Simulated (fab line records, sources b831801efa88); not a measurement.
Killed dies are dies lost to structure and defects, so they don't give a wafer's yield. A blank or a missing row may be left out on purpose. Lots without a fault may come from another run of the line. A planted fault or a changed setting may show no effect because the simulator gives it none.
fab line records | flow sky130
record lots=12 wafers=36 last_day=50
route steps=708 shown CAP2M@615 METAL5@676 PASSIVATION@681 PAD_OPEN@697
lots that met no fault: from a run of the same line without faults
start_h: hours from the record's first day to the start of the lot's first wafer shown | wait_h: hours since the lot's step before | " the same as in the row above | L1.1+2: a row that stands for several wafers | - no value, or no start given | * or withheld: withheld | < > ~ a bound
route shown NAME@n: a module of which the file shows steps, and the number in the route of the first | usual: mean/standard deviation of fault-free wafers | same: alike in all rows | chamber/n: place in a boat | sites: the reading at each site | _std_site: their standard deviation | _edge_site: outer sites' mean less inner sites' | radius_mm: how far each site lies from the wafer's centre | mask NAME#n: copy n | behind: the tool/chamber that last shaped the wafer | hold: why the lot was held/for how many hours/how that ended | device: the transistor (n, p or np) that didn't switch | end of line: the same wafers' tests at the end of the route | a step without rows: its recipe alone | killed: dies lost to structure and defects at the first sort, not the wafer's yield | map: a wafer's dies, x killed, . not, _ none there
set.NAME: the setting as run; set.NAME@STEP: as run at that earlier step | model.NAME: the simulator's own value behind a step, which no gauge read
steps of the route over a sample of lots; a table a step, a row a wafer
services: from which hour (start_h, from the record's first day; less than 0 if before it) a tool's chamber was out of use, for how many hours, and why
## steps
# step SKY_CAP2M_OVL_MEAS_12
# usual CAP2M_OVL=1.0/1.4
# columns lot.wafer tool chamber start_h wait_h CAP2M_OVL[nm]
L659.1 overlay-02 - 964.53 0.1 1.5
L659.2 " - " " 1.6
L659.5 " - " " 0.0
L660.4 overlay-02 - 979.23 0.1 0.4
L660.5 " - " " 0.6
L660.6 " - " " -1.2
L661.3 overlay-02 - 1003.08 0.1 3.1
L661.4 " - " " 5.3
L661.6 " - " " 3.2
L662.4 overlay-01 - 1005.78 0.1 -1.2
L662.5 " - " " 0.7
L662.6 " - " " -0.1
L665.3 overlay-02 - 1011.28 0.1 -0.9
L665.5 " - " " -0.7
L665.6 " - " " -0.8
L666.1 overlay-02 - 1018.92 0.1 0.9
L666.3 " - " " 0.1
L666.5 " - " " 1.6
L667.1 overlay-02 - 1031.83 0.1 1.9
L667.3 " - " " 0.7
L667.5 " - " " 1.6
L669.1 overlay-01 - 1038.63 0.1 -0.9
L669.3 " - " " 0.9
L669.6 " - " " -0.4
L674.2 overlay-01 - 1076.82 0.1 -0.6
L674.3 " - " " -0.5
L674.5 " - " " 0.4
L675.2 overlay-01 - 1079.57 0.1 1.8
L675.4 " - " " -0.3
L675.5 " - " " 1.0
L678.1 overlay-02 - 1092.81 0.1 0.1
L678.5 " - " " -0.3
L678.6 " - " " 0.2
L680.1 overlay-02 - 1115.97 0.1 3.8
L680.4 " - " " 3.6
L680.5 " - " " 3.1
# step SKY_METAL5_METAL_ETCH_15
# recipe target_depth_a=12600 stop_on=SiO2 over_etch_frac=0.2 time_s=252 chemistry=Cl2/BCl3 resist_sidewall_deg=86 pressure_mtorr=10 icp_w=900 bias_w=48.5 Cl2_flow_sccm=60 bcl3_flow_sccm=30
# usual drypump_motor_current_A=5.7/0.35 oes_product_au=0.893/0.0049 throttle_valve_pct=22.265/0.0086
# columns lot.wafer tool chamber start_h wait_h drypump_motor_current_A oes_product_au rf_hours_counter_h throttle_valve_pct
L659.1 rie_metal-01 1 1037.98 0.1 5.5 0.899 14 22.240
L659.2 " 1 " " 5.5 0.885 - 22.275
L659.5 " 1 " " 5.5 0.894 - 22.274
L660.4 rie_metal-02 0 1050.95 0.1 6.3 0.886 - 22.264
L660.5 " 1 " " 5.7 0.886 - 22.267
L660.6 " 0 " " 6.3 0.896 - 22.261
L661.3 rie_metal-02 1 1074.23 0.1 5.7 0.894 - 22.260
L661.4 " 0 " " 6.3 0.894 - 22.278
L661.6 " 1 " " 5.7 0.887 - 22.256
L662.4 rie_metal-01 0 1075.54 0.1 6.0 0.890 - 22.263
L662.5 " 1 " " 5.5 0.885 - 22.261
L662.6 " 0 " " 6.0 0.896 - 22.279
L665.3 rie_metal-04 0 1080.90 0.1 5.4 0.893 - 22.276
L665.5 " 1 " " 5.4 0.892 - 22.255
L665.6 " 0 " " 5.4 0.899 - 22.265
L666.1 rie_metal-04 0 1087.70 0.1 5.4 0.893 7 22.267
L666.3 " 0 " " 5.4 0.893 - 22.251
L666.5 " 0 " " 5.4 0.892 - 22.260
L667.1 rie_metal-04 1 1096.35 0.0 5.4 0.893 19 22.263
L667.3 " 1 " " 5.4 0.889 - 22.270
L667.5 " 1 " " 5.4 0.895 - 22.248
L669.1 rie_metal-01 1 1109.27 0.0 5.5 0.899 20 22.257
L669.3 " 0 " " 6.0 0.897 - 22.273
L669.6 " 0 " " 6.0 0.897 - 22.277
L674.2 rie_metal-02 0 1141.27 0.0 6.3 0.886 29 22.262
L674.3 " 1 " " 5.7 0.898 - 22.262
L674.5 " 0 " " 6.3 0.897 - 22.257
L675.2 rie_metal-01 0 1142.36 0.0 6.0 0.892 6 22.267
L675.4 " 1 " " 5.5 0.895 - 22.255
L675.5 " 0 " " 6.0 0.901 - 22.256
L678.1 rie_metal-04 0 1147.47 0.0 5.4 0.892 13 22.277
L678.5 " 1 " " 5.4 0.900 - 22.259
L678.6 " 0 " " 5.4 0.893 - 22.262
L680.1 rie_metal-04 1 1174.45 0.0 5.4 0.893 25 22.264
L680.4 " 0 " " 5.4 0.898 - 22.271
L680.5 " 1 " " 5.3 0.896 - 22.258
# step SKY_PASSIVATION_CVD_00
# recipe material=SiO2 target_thk_nm=90 temp_c=400 time_s=withheld rf_w=600
# usual heater_power_outer_w=410/79 heater_power_w=691/130 susceptor_temp_C=400.00/0.21
# columns lot.wafer tool chamber start_h wait_h heater_power_outer_w heater_power_w susceptor_temp_C
L659.1 pecvd-04 0 1039.10 0.0 373 599 400.06
L659.2 " 1 " " 347 652 400.07
L659.5 " 1 " " 353 652 400.05
L660.4 pecvd-02 2 1051.71 0.0 451 735 399.93
L660.5 " 0 " " 551 957 399.94
L660.6 " 1 " " 498 758 400.12
L661.3 pecvd-02 0 1074.98 0.0 554 981 399.47
L661.4 " 0 " " 576 977 399.87
L661.6 " 1 " " 467 709 399.96
L662.4 pecvd-04 2 1076.35 0.0 427 709 400.18
L662.5 " 0 " " 347 568 400.12
L662.6 " 1 " " 370 705 399.80
L665.3 pecvd-01 2 1081.68 0.0 390 697 400.07
L665.5 " 2 " " 277 556 400.08
L665.6 " 0 " " 305 517 400.01
L666.1 pecvd-02 2 1088.76 0.0 504 799 400.21
L666.3 " 0 " " 546 960 399.93
L666.5 " 0 " " 555 961 400.06
L667.1 pecvd-02 2 1097.21 0.0 539 851 400.06
L667.3 " 0 " " 547 970 400.05
L667.5 " 2 " " 413 695 400.07
L669.1 pecvd-04 1 1110.10 0.0 382 717 400.03
L669.3 " 2 " " 456 711 400.07
L669.6 " 1 " " 382 705 399.58
L674.2 pecvd-01 0 1142.24 0.0 350 559 399.97
L674.3 " 0 " " 345 573 400.25
L674.5 " 0 " " 352 566 399.83
L675.2 pecvd-01 2 1143.36 0.0 386 680 400.41
L675.4 " 0 " " 335 552 400.03
L675.5 " 0 " " 344 567 399.85
L678.1 pecvd-04 2 1148.30 0.0 366 617 400.23
L678.5 " 0 " " 347 560 400.21
L678.6 " 1 " " 411 730 400.03
L680.1 pecvd-04 1 1175.28 0.0 360 665 400.37
L680.4 " 0 " " 317 541 400.05
L680.5 " 2 " " 398 614 400.41
# step SKY_PAD_OPEN_SOFTBAKE_03
# recipe temp_c=110 time_s=withheld
# usual heater_power_total_W=65.32/0.14 plate_temp_C=109.99/0.13
# columns lot.wafer tool chamber start_h wait_h heater_power_total_W plate_temp_C
L659.1 litho_track-04 0 1072.07 0.1 65.29 109.97
L659.2 " 0 " " 65.15 109.92
L659.5 " 0 " " 65.49 109.99
L660.4 litho_track-02 0 1083.01 0.1 65.17 110.06
L660.5 " 0 " " 65.33 109.98
L660.6 " 0 " " 65.33 110.02
L661.3 litho_track-02 0 1100.13 0.1 65.31 109.81
L661.4 " 0 " " 65.25 110.04
L661.6 " 0 " " 65.15 109.65
L662.4 litho_track-04 0 1101.52 0.1 65.17 110.08
L662.5 " 0 " " 65.15 109.90
L662.6 " 0 " " 65.31 110.00
L665.3 litho_track-04 0 1105.23 0.1 65.37 109.93
L665.5 " 0 " " 65.09 109.95
L665.6 " 0 " " 65.32 109.75
L666.1 litho_track-04 0 1115.12 0.1 65.53 109.93
L666.3 " 0 " " 65.49 110.10
L666.5 " 0 " " 65.28 109.91
L667.1 litho_track-02 0 1125.07 0.1 65.35 109.83
L667.3 " 0 " " 65.16 109.93
L667.5 " 0 " " 65.20 109.90
L669.1 litho_track-03 0 1139.39 0.1 65.57 109.98
L669.3 " 0 " " 65.45 109.80
L669.6 " 0 " " 65.25 109.88
L674.2 litho_track-02 0 1168.25 0.1 69.79 115.52
L674.3 " 0 " " 69.93 115.35
L674.5 " 0 " " 69.85 115.47
L675.2 litho_track-02 0 1170.30 0.1 69.89 115.59
L675.4 " 0 " " 69.91 115.71
L675.5 " 0 " " 69.86 115.67
L678.1 litho_track-02 0 1175.97 0.1 69.72 115.88
L678.5 " 0 " " 69.76 115.84
L678.6 " 0 " " 69.71 115.70
L680.1 litho_track-04 0 1198.27 0.1 65.31 110.07
L680.4 " 0 " " 65.11 110.10
L680.5 " 0 " " 65.57 110.11
# step SKY_PAD_OPEN_PROBE_99
# usual defect_limited_yield=82.1/1.8 killed_at_M0_to_M3=45/6.9 killed_at_M4_up=3.2/1.8 killed_at_contacts=25/5.3 killed_at_front_end=16/4.3 killed_at_other=0.2/0.52 killed_dies=88/8.7 killed_open=48/6.5 killed_short=40/6 sort_bin_3_pad_short=0.9/0.4 sort_bin_5_function=10.8/1.5 sort_bin_6_memory=6.3/1 sort_n_pass=404/8.7 sort_yield_pct=82.1/1.8
# same gross_dies=492 killed_at_back_side=0 sort_bin_4_leakage[%]=0 sort_bin_8_speed[%]=0
# columns lot.wafer tool chamber start_h wait_h defect_limited_yield[%] killed_at_M0_to_M3 killed_at_M4_up killed_at_contacts killed_at_front_end killed_at_other killed_dies killed_open killed_short sort_bin_3_pad_short[%] sort_bin_5_function[%] sort_bin_6_memory[%] sort_n_pass sort_yield_pct[%]
L659.1 prober-01 - 1083.83 0.1 78.5 57 3 25 20 1 106 51 54 1.2 13.6 6.7 386 78.5
L659.2 prober-01 - 1083.88 0.1 83.3 52 1 15 14 0 82 42 39 0.8 9.8 6.1 410 83.3
L659.5 prober-01 - 1084.03 0.2 85.6 40 3 15 13 0 71 35 34 1.2 8.9 4.3 421 85.6
L667.1 prober-01 - 1136.63 0.1 81.7 50 4 27 9 0 90 46 44 1.6 10.6 6.1 402 81.7
L667.3 prober-01 - 1136.73 0.2 81.9 45 3 29 12 0 89 53 36 1.6 10.6 5.9 403 81.9
L667.5 prober-01 - 1136.83 0.2 81.3 48 6 28 10 0 92 51 41 0.4 10.4 7.9 400 81.3
L669.1 prober-02 - 1150.53 0.1 83.5 40 2 24 14 1 81 45 36 1.4 8.9 6.1 411 83.5
L669.3 prober-02 - 1150.63 0.2 82.3 43 4 30 10 0 87 47 39 1.4 10.0 6.3 405 82.3
L669.6 prober-02 - 1150.78 0.2 83.5 43 0 27 11 0 81 47 34 0.4 9.3 6.7 411 83.5
L674.2 prober-02 - 1179.88 0.1 80.1 54 2 30 12 0 98 53 45 1.0 11.4 7.5 394 80.1
L674.3 prober-02 - 1179.93 0.2 83.3 35 1 29 16 1 82 40 42 1.2 10.6 4.9 410 83.3
L674.5 prober-02 - 1180.03 0.2 81.5 48 3 26 14 0 91 57 34 0.8 12.8 4.9 401 81.5
L675.2 prober-01 - 1181.39 0.1 83.3 52 5 16 9 0 82 34 47 1.2 10.0 5.5 410 83.3
L675.4 prober-01 - 1181.49 0.2 81.3 48 2 27 14 1 92 44 47 1.2 11.0 6.5 400 81.3
L675.5 prober-01 - 1181.54 0.2 82.9 40 5 21 17 1 84 46 38 0.2 10.8 6.1 408 82.9
L678.1 prober-02 - 1187.01 0.1 86.0 29 4 24 12 0 69 45 24 0.4 8.3 5.3 423 86.0
L678.5 prober-02 - 1187.21 0.2 83.5 44 2 23 12 0 81 46 35 1.0 10.6 4.9 411 83.5
L678.6 prober-02 - 1187.26 0.2 82.3 42 3 26 16 0 87 48 39 1.2 10.0 6.5 405 82.3
L680.1 prober-01 - 1207.96 0.1 82.3 44 2 24 17 0 87 51 36 0.6 11.2 5.9 405 82.3
L680.4 prober-01 - 1208.11 0.2 84.1 38 2 22 15 1 78 45 33 0.4 11.0 4.5 414 84.1
L680.5 prober-01 - 1208.16 0.2 80.3 47 5 21 24 0 97 60 36 1.2 10.8 7.7 395 80.3
# killed by level:class
L659.1 VIA1:geometric_particle:open=14 CONTACT:geometric_particle:open=10 POLY_GATE:geometric_particle:short=8 VIA1:geometric_particle:short=7 METAL3:geometric_particle:short=7 VIA2:geometric_particle:open=6 LI_CONTACT:geometric_particle:open=6 METAL1:geometric_particle:short=6
L659.2 VIA1:geometric_particle:open=15 VIA2:geometric_particle:open=8 VIA3:geometric_particle:short=7 POLY_GATE:geometric_particle:short=5 LOCAL_INTERCONNECT:geometric_particle:short=5 VIA1:geometric_particle:short=5 VIA2:geometric_particle:short=5 LI_CONTACT:geometric_particle:open=4
L659.5 VIA1:geometric_particle:open=10 METAL2:geometric_particle:short=8 VIA1:geometric_particle:short=6 CONTACT:geometric_particle:open=6 LI_CONTACT:geometric_particle:open=5 VIA2:geometric_particle:open=4 METAL1:geometric_particle:short=3 METAL4:geometric_particle:short=3
L667.1 VIA1:geometric_particle:open=14 LI_CONTACT:geometric_particle:open=7 CONTACT:geometric_particle:open=7 METAL2:geometric_particle:short=7 VIA1:geometric_particle:short=6 VIA2:geometric_particle:open=6 LOCAL_INTERCONNECT:geometric_particle:short=5 POLY_GATE:geometric_particle:short=4
L667.3 METAL2:geometric_particle:short=11 LI_CONTACT:geometric_particle:open=10 CONTACT:geometric_particle:open=8 VIA2:geometric_particle:open=7 METAL1:geometric_particle:open=6 LOCAL_INTERCONNECT:geometric_particle:short=5 VIA3:geometric_particle:open=5 VIA1:geometric_particle:open=5
L667.5 VIA1:geometric_particle:open=13 LI_CONTACT:geometric_particle:open=9 METAL1:geometric_particle:short=7 VIA1:geometric_particle:short=7 CONTACT:geometric_particle:open=6 VIA2:geometric_particle:open=6 METAL4:geometric_particle:short=4 LI_CONTACT:geometric_particle:short=4
L669.1 VIA1:geometric_particle:open=11 LI_CONTACT:geometric_particle:open=8 CONTACT:geometric_particle:open=7 VIA3:geometric_particle:open=6 METAL1:geometric_particle:short=5 VIA1:geometric_particle:short=5 POLY_GATE:geometric_particle:open=4 LOCAL_INTERCONNECT:geometric_particle:short=4
L669.3 LI_CONTACT:geometric_particle:open=11 CONTACT:geometric_particle:open=8 METAL1:geometric_particle:short=8 VIA1:geometric_particle:open=6 VIA3:geometric_particle:open=6 VIA1:geometric_particle:short=5 VIA2:geometric_particle:open=5 VIA3:geometric_particle:short=5
L669.6 LI_CONTACT:geometric_particle:open=12 VIA1:geometric_particle:open=11 VIA3:geometric_particle:open=7 VIA1:geometric_particle:short=5 VIA2:geometric_particle:open=5 FIELD_ISO:geometric_particle:short=4 LI_CONTACT:geometric_particle:short=4 CONTACT:geometric_particle:short=4
L674.2 VIA1:geometric_particle:open=13 VIA2:geometric_particle:open=10 CONTACT:geometric_particle:open=10 METAL2:geometric_particle:short=8 CONTACT:geometric_particle:short=7 POLY_GATE:geometric_particle:short=6 LI_CONTACT:geometric_particle:open=6 LOCAL_INTERCONNECT:geometric_particle:short=5
L674.3 CONTACT:geometric_particle:open=11 METAL2:geometric_particle:short=8 LI_CONTACT:geometric_particle:short=7 VIA1:geometric_particle:open=7 FIELD_ISO:geometric_particle:short=6 LI_CONTACT:geometric_particle:open=5 FIELD_ISO:geometric_particle:open=3 POLY_GATE:geometric_particle:open=3
L674.5 CONTACT:geometric_particle:open=13 VIA3:geometric_particle:open=10 LI_CONTACT:geometric_particle:open=8 VIA1:geometric_particle:open=8 VIA2:geometric_particle:open=8 METAL1:geometric_particle:short=6 METAL2:geometric_particle:short=5 POLY_GATE:geometric_particle:short=4
L675.2 METAL2:geometric_particle:short=11 VIA1:geometric_particle:open=8 CONTACT:geometric_particle:short=5 LI_CONTACT:geometric_particle:open=5 VIA3:geometric_particle:open=5 VIA1:geometric_particle:short=5 VIA2:geometric_particle:open=5 METAL1:geometric_particle:short=4
L675.4 VIA1:geometric_particle:open=12 CONTACT:geometric_particle:open=11 CONTACT:geometric_particle:short=6 VIA3:geometric_particle:open=6 METAL1:geometric_particle:short=6 METAL3:geometric_particle:short=6 FIELD_ISO:geometric_particle:short=4 POLY_GATE:geometric_particle:short=4
L675.5 VIA1:geometric_particle:open=9 VIA3:geometric_particle:open=6 CONTACT:geometric_particle:open=6 LI_CONTACT:geometric_particle:open=5 METAL2:geometric_particle:short=5 FIELD_ISO:geometric_particle:open=4 FIELD_ISO:geometric_particle:short=4 METAL4:geometric_particle:short=4
L678.1 CONTACT:geometric_particle:open=12 VIA1:geometric_particle:open=8 LI_CONTACT:geometric_particle:open=5 VIA3:geometric_particle:open=5 FIELD_ISO:geometric_particle:open=4 CONTACT:geometric_particle:short=4 METAL1:geometric_particle:short=3 POLY_GATE:geometric_particle:open=3
L678.5 VIA1:geometric_particle:open=14 METAL1:geometric_particle:short=6 LI_CONTACT:geometric_particle:open=6 LOCAL_INTERCONNECT:geometric_particle:short=6 CONTACT:geometric_particle:open=6 VIA3:geometric_particle:open=6 VIA1:geometric_particle:short=5 METAL2:geometric_particle:short=5
L678.6 CONTACT:geometric_particle:open=10 VIA3:geometric_particle:open=10 VIA2:geometric_particle:open=7 LI_CONTACT:geometric_particle:open=7 POLY_GATE:geometric_particle:short=5 VIA1:geometric_particle:open=5 METAL2:geometric_particle:short=5 FIELD_ISO:geometric_particle:short=4
L680.1 VIA1:geometric_particle:open=11 FIELD_ISO:geometric_particle:open=7 VIA2:geometric_particle:open=7 LOCAL_INTERCONNECT:geometric_particle:short=7 LI_CONTACT:geometric_particle:open=6 METAL2:geometric_particle:short=6 POLY_GATE:geometric_particle:open=5 CONTACT:geometric_particle:open=5
L680.4 CONTACT:geometric_particle:open=13 VIA1:geometric_particle:open=9 VIA3:geometric_particle:open=9 METAL2:geometric_particle:short=6 POLY_GATE:geometric_particle:short=5 VIA1:geometric_particle:short=5 METAL3:geometric_particle:short=4 FIELD_ISO:geometric_particle:open=3
L680.5 VIA1:geometric_particle:open=13 VIA2:geometric_particle:open=9 CONTACT:geometric_particle:open=8 FIELD_ISO:geometric_particle:short=7 LI_CONTACT:geometric_particle:open=7 FIELD_ISO:geometric_particle:open=6 METAL1:geometric_particle:short=6 CONTACT:geometric_particle:short=5
## services
# columns tool chamber start_h hours kind
rie_metal-04 - 1014.81 4.3 pm
rie_metal-01 0 1016.72 - clean
rie_metal-01 0 1016.72 38.0 scheduled_down
rie_metal-01 0 1016.72 38.0 vent_cycle
pecvd-04 - 1027.35 2.8 pm
pecvd-01 1 1032.63 2.1 scheduled_down
rie_metal-02 - 1048.91 0.2 repair
pecvd-02 1 1059.33 5.5 scheduled_down
pecvd-01 - 1063.34 0.8 repair
pecvd-04 2 1065.12 3.1 repair
rie_metal-01 0 1067.85 6.4 repair
rie_metal-04 1 1082.95 10.8 repair
pecvd-04 - 1090.14 6.0 pm
pecvd-02 - 1099.99 2.8 pm
pecvd-01 0 1129.46 4.9 repair
pecvd-02 1 1130.91 17.7 repair
pecvd-02 0 1140.85 2.1 scheduled_down
rie_metal-04 - 1158.47 4.0 pm
pecvd-02 0 1167.46 16.5 scheduled_down
pecvd-04 0 1180.62 - clean
pecvd-04 0 1180.62 - consumable_replace:showerhead
pecvd-04 0 1180.62 29.0 scheduled_down
pecvd-04 0 1180.62 29.0 vent_cycle
pecvd-01 1 1196.68 5.6 repair
## key
first_sign step=SKY_PAD_OPEN_SOFTBAKE_03 reading=plate_temp_C direction=up sigmas=43 usual=* struck=*
effect step=SKY_PAD_OPEN_SOFTBAKE_03 reading=heater_power_total_W direction=up sigmas=33 usual=* struck=*
met_at SKY_PAD_OPEN_SOFTBAKE_03
struck_lots L674,L675,L678
not_acting_at SKY_CAP2M_OVL_MEAS_12,SKY_METAL5_METAL_ETCH_15,SKY_PASSIVATION_CVD_00
onset_between 1125.07 1168.25
fault kind=process_parameter_drift tool=litho_track-02 chamber=- onset_h=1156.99 steps=SKY_PAD_OPEN_SOFTBAKE_03 channel=temp_c offset=* shape=step end_h=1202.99 acts_in=* stated=*
